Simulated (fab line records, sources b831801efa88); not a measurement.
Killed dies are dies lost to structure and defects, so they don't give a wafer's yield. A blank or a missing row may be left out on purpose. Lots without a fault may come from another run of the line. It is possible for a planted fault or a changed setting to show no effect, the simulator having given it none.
A struck lot beside a sound one / flow sky130 / 17 out of 708 route steps
Sound: the wafers L121.1, L121.2, L121.5. Wafers L131.3, L131.4, L131.6 were the ones struck. The cause is named last.
For every step that has rows: the tool of each side, followed by ch and its chambers, followed by its first start. Under that, the readings that differ: sound wafers / struck wafers / difference of the means / sigmas: that difference in standard deviations of wafers without a fault.
alike: a reading whose means differ by less than 2 such deviations, as well as words and numbers matching on both sides. not compared: withheld readings; readings where some wafer has no value; bounds like >300 that might hide an equal value; numbers whose values overlap and for which the record gives no deviation.
Wherever a step has rows on one side only, a row that says differs or no value, or a row with sigmas, the two part there. Non-overlapping numbers with no deviation appear without sigmas and do not part them. A reading missing from all wafers of one side parts the sides only when that side holds two or more wafers.

SKY_METAL1_THK_MEAS_06: measures by xrf.
  sound on filmMetro-04 at day 33 07:32; struck on filmMetro-04 at day 36 07:58
reading=METAL1_ALCU_THK (nm); sound=253 253 254; struck=245 248 245; difference=-7; sigmas=-2
then, 8 steps without rows for these wafers: SKY_METAL1_DEHYDRATE_07 (time 60 s); SKY_METAL1_HMDS_08 (prime time 60 s); SKY_METAL1_COAT_09 (resist thk 60 nm); SKY_METAL1_COAT_10 (resist thk 450 nm); SKY_METAL1_SOFTBAKE_11 (time 90 s); SKY_METAL1_EXPOSE_12 (exposes mask MM1, target cd 140 nm); SKY_METAL1_PEB_13; SKY_METAL1_DEVELOP_14 (develop time 60 s).
SKY_METAL1_CD_MEAS_15: the cd target is 140 nm.
  sound on cdSem-01 at day 34 10:20; struck on cdSem-01 at day 37 09:32
  alike: cdNm
SKY_METAL1_OVL_MEAS_16:
  sound on overlay-02 at day 34 10:27; struck on overlay-01 at day 37 09:37
  alike: METAL1_OVL
SKY_METAL1_DESCUM_17: chemistry O2, time 8 s.
  sound on rieMetal-04 ch 0,1, day 34 10:29; struck on rieMetal-01 ch 0,1, day 37 09:40
  alike: chamberPressureMTorr, drypumpMotorCurrentA, oesProductAu, rfFwdPowerW
  not compared: rfHoursCounterH
SKY_METAL1_ETCH_18: etches BARC in N2/H2, stops on SiO2, time 45.9 s, target depth 60 nm.
  sound on rieMetal-04 ch 0,1, day 34 10:31; struck on rieMetal-01 ch 0,1, day 37 09:42
  no value came back on the struck wafers for any of 6 readings (biasW (W), chamberPressureMTorr (mTorr) and others); on the sound wafers biasW (W) reads 99.68 100.25 100.22
reading=model.KrF-thick_of_METAL1_COAT_10.thkNm (nm); sound=390.9 392 391.3; struck=437.7 437.6 437.1; difference=+46.1; sigmas=
  not compared: rfHoursCounterH
SKY_METAL1_METAL_ETCH_19: etches the open film in Cl2/BCl3, stops on SiO2, target depth 360 nm, time 78 s.
  sound on rieMetal-04 ch 0,1, day 34 10:35; struck on rieMetal-01 ch 0,1, day 37 09:46
reading=oesProductAu (a.u.); sound=0.858 0.860 0.859; struck=0.370 0.374 0.374; difference=-0.486; sigmas=-85
reading=model.KrF-thick_of_METAL1_COAT_10.thkNm (nm); sound=155.6 157.6 156.1; struck=199.2 201.9 196.9; difference=+42.9; sigmas=
  alike: bcl3FlowSccm, biasW, chamberPressureMTorr, drypumpMotorCurrentA, rfFwdPowerW, throttleValvePct
  not compared: rfHoursCounterH
SKY_METAL1_STRIP_20: strips in O2/N2.
  sound on plasmaAsher-02 ch 0,1, day 34 10:40; struck on plasmaAsher-02 ch 0,1, day 37 09:52
reading=oesProductAu (a.u.); sound=0.336 0.340 0.343; struck=0.360 0.369 0.366; difference=+0.025; sigmas=+6
reading=stripTimeToEndpointS (s); sound=2.66 2.68 2.67; struck=3.14 3.17 3.12; difference=+0.47; sigmas=+12
  alike: chamberPressureMTorr, drypumpMotorCurrentA, o2FlowSccm
  not compared: rfHoursCounterH
then, 1 step without rows for these wafers: SKY_METAL1_STRIP_21 (strips in post etch residue remover, time 1200 s).
-- the record jumps here: 12 days lie between the struck wafers' starts before and after (it left off in module METAL1 and takes up again in module PAD_OPEN, whose first step shown is number 708 of the route) --
SKY_PAD_OPEN_PROBE_99:
  sound on prober-02 at day 47 06:09; struck on prober-02 at day 49 11:56
reading=defectLimitedYield (%); sound=81.7 85.4 81.5; struck=0 0 0; difference=-83; sigmas=-41
reading=killed_at_M0_to_M3; sound=42 34 45; struck=452 452 456; difference=+413; sigmas=+65
reading=killedDies; sound=90 72 91; struck=492 492 492; difference=+408; sigmas=+42
reading=killedOnRim; sound=16 15 15; struck=96 96 96; difference=+81; sigmas=+19
reading=sort_bin_5_function (%); sound=11.2 9.3 9.3; struck=92.5 91.5 93.5; difference=+82.6; sigmas=+52
reading=sortNPass; sound=402 420 401; struck=0 0 0; difference=-408; sigmas=-42
reading=sortYieldPct (%); sound=81.7 85.4 81.5; struck=0 0 0; difference=-83; sigmas=-41
  alike: killed_at_M4_up, killedAtContacts, killedAtFrontEnd, killedAtOther, killedOpen, killedShort, sort_bin_3_pad_short, sort_bin_6_memory

== WHERE THEY PART ==
First at SKY_METAL1_THK_MEAS_06; last, within this record, at SKY_PAD_OPEN_PROBE_99.

WHY: what had been put in by the simulator
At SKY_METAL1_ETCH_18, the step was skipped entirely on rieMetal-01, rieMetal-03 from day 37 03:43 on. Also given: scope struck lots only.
